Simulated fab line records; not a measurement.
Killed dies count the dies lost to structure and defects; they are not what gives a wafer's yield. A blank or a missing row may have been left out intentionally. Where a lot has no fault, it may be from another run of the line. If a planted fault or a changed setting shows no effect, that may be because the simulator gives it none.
Struck lot and sound lot, side by side | flow sky130 | 15 steps out of a route of 708
Sound: these wafers, L484.2, L484.4, L484.5. The struck wafers were L476.1, L476.2, L476.6. At the end, the cause is stated.
Each step with rows lists, per side, the tool, then ch with its chambers, then its first start. Under that, the readings that differ: sound wafers | struck wafers | difference of the means | sigmas: that difference in standard deviations of wafers without a fault.
alike: readings with means less than 2 such deviations apart, plus words and numbers identical on both sides. not compared: withheld readings, readings lacking a value on some wafer, bounds such as >300 that could conceal the same value, and numbers that have no deviation in the record and whose values overlap.
A row with sigmas, a row that says differs or no value, or rows on one side alone: a step with any of these is where the two part. Numbers that don't overlap but have no deviation are shown without sigmas and don't part them. Lack of a reading on every wafer of one side parts them only where that side has two or more wafers.

first, 3 steps without rows for these wafers: SKY_RES_PROTECT_PEB_05; SKY_RES_PROTECT_DEVELOP_06 (develop time 60 s); SKY_POLY_GATE_IMPLANT_02.
SKY_RES_PROTECT_STRIP_07: strips in O2/N2.
  sound on plasmaAsher-04 ch 0,1, day 21 17:55; struck on plasmaAsher-04 ch 0,1, day 18 23:37
  alike: drypumpMotorCurrentA, n2FlowSccm, oesProductAu, stripTimeToEndpointS
  not compared: rfHoursCounterH
SKY_RES_PROTECT_TW_MEAS_08:
  sound on filmMetro-01, day 21 18:02; struck on filmMetro-04, day 18 23:43
  alike: POLY_GATE_TW
then, 2 steps without rows for these wafers: SKY_RES_PROTECT_CLEAN_09 (cleans in SC1/SC2, time 150 s); SKY_POLY_GATE_CVD_03 (deposits Si3N4 from DCS/NH3, target thk 75 nm, time 1290 s).
SKY_POLY_GATE_THK_MEAS_04:
  sound on filmMetro-01, day 21 19:44; struck on filmMetro-04, day 19 01:11
  alike: POLY_GATE_CVD_03_THK
then, 4 steps without rows for these wafers: SKY_POLY_GATE_DEHYDRATE_05 (time 60 s); SKY_POLY_GATE_HMDS_06 (prime time 60 s); SKY_POLY_GATE_COAT_07 (resist thk 110 nm); SKY_POLY_GATE_COAT_08 (resist thk 450 nm).
SKY_POLY_GATE_SOFTBAKE_09: time 90 s.
  sound on lithoTrack-01 ch 0, day 22 10:00; struck on lithoTrack-03 ch 0, day 19 17:00
reading               | sound              | struck            | difference | sigmas
heaterPowerTotalW (W) | 57.33 57.48 57.18  | 55.08 55.12 54.96 | -2.28      | -19
plateTempC (C)        | 100.02 99.86 99.89 | 97.06 96.94 97.07 | -2.90      | -22
then, 1 step without rows for these wafers: SKY_POLY_GATE_EXPOSE_10 (exposes mask P1M, target cd 150 nm).
-- a jump in the record: the struck wafers' starts before and after are 29 days apart (it breaks off in module POLY_GATE and resumes in module PAD_OPEN, where the first step shown is number 708 of the route) --
SKY_PAD_OPEN_PROBE_99:
  sound on prober-02, day 50 06:02; struck on prober-02, day 48 17:08
  alike: killed_at_M0_to_M3, killed_at_M4_up, killedAtContacts, killedAtFrontEnd, killedAtOther, killedDies, killedOpen, killedShort

== WHERE THEY PART ==
Only at SKY_POLY_GATE_SOFTBAKE_09, within this record. Later steps at which nothing parts them and some readings are alike: SKY_PAD_OPEN_PROBE_99.

WHY: whatever the simulator had introduced
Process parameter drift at SKY_POLY_GATE_SOFTBAKE_09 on lithoTrack-03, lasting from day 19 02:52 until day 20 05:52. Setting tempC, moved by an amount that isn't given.
